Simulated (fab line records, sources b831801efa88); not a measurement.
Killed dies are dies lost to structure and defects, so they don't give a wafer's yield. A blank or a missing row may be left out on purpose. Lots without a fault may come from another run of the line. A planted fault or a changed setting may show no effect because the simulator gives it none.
A struck lot beside a sound one | flow sky130 | 14 steps out of a route of 708
Sound: wafers L623.1, L623.4, L623.5. Struck: wafers L615.2, L615.3, L615.6. The cause comes at the end.
At each step with rows: each side's tool, then ch and its chambers, then its first start. Under that, the readings that differ: sound wafers | struck wafers | difference of the means | sigmas: that difference in standard deviations of wafers without a fault.
alike: readings whose means differ by less than 2 such deviations, and words and numbers that are the same on both sides. not compared: withheld readings, readings that some wafer has no value for, bounds like >300 that may hide the same value, and numbers for which the record gives no deviation and whose values overlap.
The two part at a step that has a row with sigmas, a row that says differs or no value, or rows on one side only. Numbers that don't overlap but have no deviation are shown without sigmas and don't part them. A reading that every wafer of one side lacks parts them only if that side has two wafers or more.

first, 2 steps without rows for these wafers: SKY_METAL1_CLEAN_23 (cleans in O3/DIW); SKY_VIA1_HDPCVD_00 (deposits SiO2, target thk 1030 nm, time 171.7 s).
SKY_VIA1_THK_MEAS_01:
  sound on film_metro-01, day 39 17:14; struck on film_metro-02, day 37 03:52
  alike: VIA1_HDPCVD_THK
SKY_VIA1_CMP_02: polishes SiO2.
  sound on cmp-01 ch 0,2,3, day 39 17:21; struck on cmp-02 ch 0,1,2, day 37 04:01
  alike: motor_current_A
SKY_VIA1_BOW_MEAS_03:
  sound on film_metro-01, day 39 17:36; struck on film_metro-02, day 37 04:14
  alike: VIA1_BOW
then, 7 steps without rows for these wafers: SKY_VIA1_DEHYDRATE_04 (time 60 s); SKY_VIA1_HMDS_05 (prime time 60 s); SKY_VIA1_COAT_06 (resist thk 60 nm); SKY_VIA1_COAT_07 (resist thk 450 nm); SKY_VIA1_SOFTBAKE_08 (time 90 s); SKY_VIA1_EXPOSE_09 (exposes mask VIM, target cd 150 nm); SKY_VIA1_PEB_10.
SKY_VIA1_DEVELOP_11: develop time 60 s.
  sound on litho_track-03 ch 0, day 40 18:00; struck on litho_track-02, day 38 07:00
  no value came back on the struck wafers for chill_plate_temp_C (C), develop_time_s (s); on the sound wafers chill_plate_temp_C (C) reads 23.07 23.04 23.09
  reading                                     | sound             | struck            | difference | sigmas
  model.KrF-thick_of_VIA1_COAT_07.thk_nm (nm) | 435.3 433.5 435.2 | 449.9 451.1 451.1 | +16.0      |
SKY_VIA1_CD_MEAS_12: target cd 150 nm.
  sound on cd_sem-01, day 40 18:34; struck on cd_sem-01, day 38 07:20
  reading    | sound             | struck | difference                    | sigmas
  cd_nm (nm) | 150.8 151.7 151.5 | - - -  | no value on the struck wafers |

WHERE THEY PART
First at SKY_VIA1_DEVELOP_11; last, within this record, at SKY_VIA1_CD_MEAS_12.

WHY: what the simulator had put in
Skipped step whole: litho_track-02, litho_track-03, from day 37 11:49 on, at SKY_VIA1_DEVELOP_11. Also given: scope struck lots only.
